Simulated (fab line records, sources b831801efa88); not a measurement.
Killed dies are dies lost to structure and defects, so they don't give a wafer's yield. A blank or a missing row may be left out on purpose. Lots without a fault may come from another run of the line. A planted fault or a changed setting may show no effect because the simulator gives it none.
fab line records | flow sky130
record lots=5 wafers=15 last_day=48
route steps=708 shown VT_ADJUST_LVTN@102
lots that met no fault: from a run of the same line without faults
start_h: hours from the record's first day to the start of the lot's first wafer shown | wait_h: hours since the lot's step before | " the same as in the row above | L1.1+2: a row that stands for several wafers | - no value, or no start given | * or withheld: withheld | < > ~ a bound
route shown NAME@n: a module of which the file shows steps, and the number in the route of the first | usual: mean/standard deviation of fault-free wafers | same: alike in all rows | chamber/n: place in a boat | sites: the reading at each site | _std_site: their standard deviation | _edge_site: outer sites' mean less inner sites' | radius_mm: how far each site lies from the wafer's centre | mask NAME#n: copy n | behind: the tool/chamber that last shaped the wafer | hold: why the lot was held/for how many hours/how that ended | device: the transistor (n, p or np) that didn't switch | end of line: the same wafers' tests at the end of the route | a step without rows: its recipe alone | killed: dies lost to structure and defects at the first sort, not the wafer's yield | map: a wafer's dies, x killed, . not, _ none there
set.NAME: the setting as run; set.NAME@STEP: as run at that earlier step | model.NAME: the simulator's own value behind a step, which no gauge read
lots at some steps of the route; a table a step, a row a wafer
services: from which hour (start_h, from the record's first day; less than 0 if before it) a tool's chamber was out of use, for how many hours, and why
## steps
# step SKY_VT_ADJUST_LVTN_PEB_05
# recipe temp_c=115 time_s=withheld
# columns lot.wafer tool chamber start_h wait_h
L077.2+3+6 litho_track-02 0 - -
L078.2+3+5 litho_track-03 0 - -
L083.1+2+5 litho_track-04 0 - -
L084.1+2+4 litho_track-04 0 - -
L087.3+5+6 litho_track-03 0 - -
# step SKY_VT_ADJUST_LVTN_DEVELOP_06
# recipe wall_angle_deg=90 developer=TMAH develop_time_s=60 dev_temp_c=23
# columns lot.wafer tool chamber start_h wait_h
L077.2+3+6 litho_track-02 0 - -
L078.2+3+5 litho_track-03 0 - -
L083.1+2+5 litho_track-04 0 - -
L084.1+2+4 litho_track-04 0 - -
L087.3+5+6 litho_track-03 0 - -
# step SKY_VT_ADJUST_LVTN_OVL_MEAS_07
# usual VT_ADJUST_LVTN_OVL=0.4/1.3
# columns lot.wafer tool chamber start_h wait_h VT_ADJUST_LVTN_OVL[nm]
L077.2 overlay-01 - 165.32 - 1.2
L077.3 " - " " 1.9
L077.6 " - " " 0.9
L078.2 overlay-01 - 168.54 - -2.5
L078.3 " - " " -0.6
L078.5 " - " " -2.4
L083.1 overlay-02 - 201.97 - 0.7
L083.2 " - " " -0.9
L083.5 " - " " 0.2
L084.1 overlay-01 - 208.17 - -1.6
L084.2 " - " " -1.9
L084.4 " - " " -1.1
L087.3 overlay-02 - 228.04 - 1.3
L087.5 " - " " 2.0
L087.6 " - " " 0.2
# step SKY_VT_ADJUST_LVTN_IMPLANT_08
# recipe species=B energy_kev=30 dose_cm2=1.57e+12 tilt_deg=withheld
# columns lot.wafer tool chamber start_h wait_h
L077.2+3+6 implanter-03 0 165.37 0.0
L078.2+3+5 implanter-02 0 168.59 0.0
L083.1+2+5 implanter-03 0 202.00 0.0
L084.1+2+4 implanter-03 0 208.20 0.0
L087.3+5+6 implanter-02 0 228.12 0.1
# step SKY_VT_ADJUST_LVTN_STRIP_09
# recipe chemistry=O2/N2 power_w=1400 pressure_mtorr=1500 platen_temp_c=withheld o2_flow_sccm=3000 n2_flow_sccm=300 overash_fraction=0.5
# usual drypump_motor_current_A=5.56/0.21 oes_product_au=0.723/0.0044 strip_time_to_endpoint_s=36.96/0.085
# columns lot.wafer tool chamber start_h wait_h drypump_motor_current_A oes_product_au rf_hours_counter_h strip_time_to_endpoint_s
L077.2 plasma_asher-03 0 165.50 0.1 5.24 0.724 33 36.87
L077.3 " 0 " " 5.28 0.715 - 36.87
L077.6 " 0 " " 5.27 0.720 - 36.83
L078.2 plasma_asher-03 1 168.72 0.1 5.71 0.725 33 36.76
L078.3 " 1 " " 5.77 0.722 - 36.96
L078.5 " 1 " " 5.73 0.725 - 36.91
L083.1 plasma_asher-01 1 202.15 0.1 5.44 0.726 10 36.98
L083.2 " 0 " " 5.55 0.719 10 36.91
L083.5 " 1 " " 5.44 0.722 - 37.00
L084.1 plasma_asher-04 0 208.35 0.1 5.66 0.726 56 36.95
L084.2 " 1 " " 5.94 0.726 56 36.90
L084.4 " 1 " " 5.94 0.728 - 36.83
L087.3 plasma_asher-01 0 228.25 0.1 5.58 0.722 - 37.09
L087.5 " 1 " " 5.45 0.723 - 37.02
L087.6 " 0 " " 5.58 0.718 - 36.99
# step SKY_VT_ADJUST_LVTN_TW_MEAS_10
# usual VT_ADJUST_LVTN_TW=240.9/2.3
# columns lot.wafer tool chamber start_h wait_h VT_ADJUST_LVTN_TW
L077.2 film_metro-02 - 165.61 0.1 238.7
L077.3 " - " " 238.7
L077.6 " - " " 240.1
L078.2 film_metro-02 - 168.83 0.1 238.9
L078.3 " - " " 237.5
L078.5 " - " " 238.3
L083.1 film_metro-01 - 202.25 0.1 245.1
L083.2 " - " " 244.8
L083.5 " - " " 245.3
L084.1 film_metro-04 - 208.45 0.1 238.9
L084.2 " - " " 239.6
L084.4 " - " " 240.9
L087.3 film_metro-02 - 228.34 0.1 240.2
L087.5 " - " " 239.6
L087.6 " - " " 239.5
# step SKY_VT_ADJUST_LVTN_DEHYDRATE_11
# recipe temp_c=200 time_s=60
# columns lot.wafer tool chamber start_h wait_h
L077.2+3+6 litho_track-03 0 175.36 9.7
L078.2+3+5 litho_track-04 0 179.24 10.4
L083.1+2+5 litho_track-02 0 211.91 9.6
L084.1+2+4 litho_track-04 0 218.97 10.5
L087.3+5+6 litho_track-02 0 238.81 10.5
# step SKY_VT_ADJUST_LVTN_HMDS_12
# recipe prime_time_s=60 prime_temp_c=120
# columns lot.wafer tool chamber start_h wait_h
L077.2+3+6 litho_track-03 0 175.51 0.1
L078.2+3+5 litho_track-04 0 179.39 0.1
L083.1+2+5 litho_track-02 0 212.06 0.1
L084.1+2+4 litho_track-04 0 219.12 0.1
L087.3+5+6 litho_track-02 0 238.96 0.1
# step SKY_VT_ADJUST_LVTN_COAT_13
# recipe resist=NOVOLAK spin_rpm=3000 resist_thk_nm=1140
# usual spin_speed_rpm=2999.8/2.2
# columns lot.wafer tool chamber start_h wait_h spin_speed_rpm
L077.2 litho_track-03 0 175.66 0.1 3001.3
L077.3 " 0 " " 2999.8
L077.6 " 0 " " 3001.9
L078.2 litho_track-04 0 179.54 0.1 2998.2
L078.3 " 0 " " 2996.9
L078.5 " 0 " " 2997.0
L083.1 litho_track-02 0 212.21 0.1 3000.0
L083.2 " 0 " " 3003.1
L083.5 " 0 " " 2998.1
L084.1 litho_track-04 0 219.27 0.1 3002.4
L084.2 " 0 " " 3001.1
L084.4 " 0 " " 3002.0
L087.3 litho_track-02 0 239.11 0.1 3001.7
L087.5 " 0 " " 2997.8
L087.6 " 0 " " 3001.4
## services
# columns tool chamber start_h hours kind
implanter-02 - 145.40 4.6 repair
implanter-02 - 180.64 0.8 repair
plasma_asher-01 - 191.64 2.0 repair
plasma_asher-03 - 195.75 4.3 repair
implanter-03 - 209.13 2.0 repair
implanter-03 - 227.16 5.1 repair
## key
fault none
